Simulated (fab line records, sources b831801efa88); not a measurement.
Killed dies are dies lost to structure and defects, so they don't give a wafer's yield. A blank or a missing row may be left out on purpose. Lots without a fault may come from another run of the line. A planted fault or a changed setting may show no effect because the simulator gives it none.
A struck lot beside a sound one | flow gf180mcu | 15 steps out of a route of 602
Sound: wafers L474.1, L474.3, L474.5. Struck: wafers L473.1, L473.5, L473.6. The cause comes at the end.
At each step with rows: each side's tool, then ch and its chambers, then its first start. Under that, the readings that differ: sound wafers | struck wafers | difference of the means | sigmas: that difference in standard deviations of wafers without a fault.
alike: readings whose means differ by less than 2 such deviations, and words and numbers that are the same on both sides. not compared: withheld readings, readings that some wafer has no value for, bounds like >300 that may hide the same value, and numbers for which the record gives no deviation and whose values overlap.
The two part at a step that has a row with sigmas, a row that says differs or no value, or rows on one side only. Numbers that don't overlap but have no deviation are shown without sigmas and don't part them. A reading that every wafer of one side lacks parts them only if that side has two wafers or more.

first, 1 step without rows for these wafers: GF_NSD_IMPLANT_10.
GF_NSD_STRIP_11: strips in O2/N2.
  sound on plasma_asher-03 ch 0,1, day 21 00:22; struck on plasma_asher-01 ch 0,1, day 20 04:13
  alike: drypump_motor_current_A, heater_power_w, oes_product_au, strip_time_to_endpoint_s
  not compared: rf_hours_counter_h
GF_NSD_TW_MEAS_12:
  sound on film_metro-03, day 21 00:28; struck on film_metro-04, day 20 04:19
  alike: NSD_TW
then, 7 steps without rows for these wafers: GF_PSD_DEHYDRATE_00 (time 60 s); GF_PSD_HMDS_01 (prime time 60 s); GF_PSD_COAT_02 (resist thk 1000 nm); GF_PSD_SOFTBAKE_03 (time 60 s); GF_PSD_EXPOSE_04 (exposes mask Pplus, target cd 400 nm); GF_PSD_PEB_05; GF_PSD_DEVELOP_06 (develop time 60 s).
GF_PSD_CD_MEAS_07: target cd 400 nm.
  sound on cd_sem-02, day 21 23:41; struck on cd_sem-01, day 21 03:47
  alike: cd_nm
GF_PSD_OVL_MEAS_08:
  sound on overlay-02, day 21 23:48; struck on overlay-01, day 21 03:54
  reading      | sound       | struck         | difference | sigmas
  PSD_OVL (nm) | 0.5 2.4 0.0 | -2.1 -1.7 -3.7 | -3.5       | -2
GF_PSD_IMPLANT_09:
  sound on implanter-01 ch 0, day 21 23:50; struck on implanter-02 ch 0, day 21 03:56
  reading       | sound                         | struck                           | difference  | sigmas
  dose_ions_cm2 | 1.497e+15 1.502e+15 1.498e+15 | 1.5275e+15 1.5297e+15 1.5314e+15 | +3.0533e+13 | +15
GF_PSD_STRIP_10: strips in O2/N2.
  sound on plasma_asher-03 ch 0,1, day 21 23:59; struck on plasma_asher-04 ch 0,1, day 21 04:05
  alike: drypump_motor_current_A, heater_power_w, oes_product_au, strip_time_to_endpoint_s
  not compared: rf_hours_counter_h
then, 1 step without rows for these wafers: GF_PASSIVATION_PROBE_99.

WHERE THEY PART
First at GF_PSD_OVL_MEAS_08; last, within this record, at GF_PSD_IMPLANT_09. Later steps at which nothing parts them and some readings are alike: GF_PSD_STRIP_10.

WHY: what the simulator had put in
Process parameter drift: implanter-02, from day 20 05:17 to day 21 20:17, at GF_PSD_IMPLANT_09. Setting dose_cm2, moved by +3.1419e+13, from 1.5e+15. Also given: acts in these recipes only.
